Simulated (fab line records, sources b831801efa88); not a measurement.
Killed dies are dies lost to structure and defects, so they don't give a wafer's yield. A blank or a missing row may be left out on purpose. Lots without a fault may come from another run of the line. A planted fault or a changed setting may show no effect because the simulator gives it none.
Split-lot experiment | flow sky130 | 5 lots, 23 wafers read, on a route of 708 steps

THE SPLIT
At SKY_METAL2_METAL_ETCH_19 (etches the open film in Cl2/BCl3, stops on SiO2, target depth 360 nm, time 78 s), the setting time_s was moved away from the recipe's 78 s on 7 of the 23 wafers read, by -9.4% to +4.4%. The other wafers ran this setting at the recipe's value.

The reading is taken at the split's own step.

THE READING
oes_product_au, in a.u., at SKY_METAL2_METAL_ETCH_19 (etches the open film in Cl2/BCl3, stops on SiO2, target depth 360 nm, time 78 s). Fault-free wafers of this fab line usually give 0.855 a.u., standard deviation 0.0063 a.u..

wafer  | tool, chamber at the split | time_s as run, s | against the recipe | oes_product_au, a.u. | against lot-mates on the recipe
L077.1 | rie_metal-02, 1            | 78               | recipe             | 0.844                | -
L077.4 | rie_metal-02, 0            | 78               | recipe             | 0.855                | -
L077.6 | rie_metal-02, 0            | 78               | recipe             | 0.857                | -
L078.1 | rie_metal-04, 1            | 78               | recipe             | 0.837                | -
L078.2 | rie_metal-04, 0            | 70.63            | -9.4%              | 0.896                | +0.054
L078.4 | rie_metal-04, 0            | 70.63            | -9.4%              | 0.905                | +0.063
L078.5 | rie_metal-04, 0            | 78               | recipe             | 0.847                | -
L078.6 | rie_metal-04, 1            | 70.63            | -9.4%              | 0.913                | +0.071
L081.1 | rie_metal-01, 1            | 78               | recipe             | 0.862                | -
L081.2 | rie_metal-01, 1            | 78               | recipe             | 0.857                | -
L081.3 | rie_metal-01, 1            | 78               | recipe             | 0.859                | -
L081.4 | rie_metal-01, 1            | 78               | recipe             | 0.859                | -
L081.5 | rie_metal-01, 1            | 78               | recipe             | 0.867                | -
L083.1 | rie_metal-02, 0            | 81.4             | +4.4%              | 0.844                | -0.010
L083.3 | rie_metal-02, 1            | 78               | recipe             | 0.862                | -
L083.4 | rie_metal-02, 0            | 78               | recipe             | 0.838                | -
L083.5 | rie_metal-02, 1            | 81.4             | +4.4%              | 0.848                | -0.006
L083.6 | rie_metal-02, 0            | 78               | recipe             | 0.862                | -
L082.2 | rie_metal-04, 1            | 74.13            | -5.0%              | 0.884                | +0.027
L082.3 | rie_metal-04, 1            | 78               | recipe             | 0.857                | -
L082.4 | rie_metal-04, 0            | 78               | recipe             | 0.854                | -
L082.5 | rie_metal-04, 0            | 78               | recipe             | 0.860                | -
L082.6 | rie_metal-04, 1            | 74.13            | -5.0%              | 0.873                | +0.016

THE FIT
A straight line over all 23 wafers: oes_product_au changes by -0.00471 a.u. for each +1% of time_s; r = -0.90; the points scatter about the line by 0.0089 a.u..
The same after taking each lot's own level away (the mean of its wafers on the recipe; 23 wafers): -0.00562 a.u. for each +1%; r = -0.93; scatter 0.0088 a.u..
On that fit, the largest move of time_s shifts the reading by 0.053 a.u..
The lots' own levels span 0.8420 to 0.8608 a.u., that is 3.0 times the standard deviation above.
So the lot-to-lot level changes the slope: the two fits differ.
Check: with one of the wafers moved furthest among these (-9.4%) left out of the fit, the line predicts +0.0557 a.u. for it against its lot-mates. It came out at +0.054 a.u. against them.
Tool readings at the split's step, against how far the setting was moved: oes_product_au r = -0.90.

OTHER SPLITS ON THESE WAFERS
These wafers also went through other splits before the reading. Each is held against what the fit with the lots' levels taken away leaves over:
other split on the same wafers             | wafers away from the commonest value | r with oes_product_au (lot level and that fit taken away)
SKY_CONTACT_DEVELOP_13 develop_time_s      | 10                                   | -0.18
SKY_CONTACT_SPUTTER_23 chamber_pressure_pa | 15                                   | +0.19
SKY_METAL1_SPUTTER_03 time_s               | 7                                    | +0.26
SKY_VIA1_HDPCVD_00 sih4_flow_sccm          | 11                                   | +0.55
SKY_METAL2_SPUTTER_02 power_w              | 7                                    | +0.03
SKY_METAL2_SPUTTER_04 time_s               | 11                                   | +0.00

THE WHOLE CHAIN: every reading that the file lists as answering this split, in the file's order
step                     | what it does                                                                    | reading                  | change (the file's fit)                   | r (the file's)
SKY_METAL2_METAL_ETCH_19 | etches the open film in Cl2/BCl3, stops on SiO2, target depth 360 nm, time 78 s | oes_product_au           | -0.00557 a.u. for each +1% of the setting | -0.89
SKY_METAL2_STRIP_20      | strips in O2/N2                                                                 | strip_time_to_endpoint_s | withheld for each +1% of the setting      | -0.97

THE FILE'S OWN FIT
oes_product_au changes by -0.00557 a.u. for each +1% of time_s, r = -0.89.
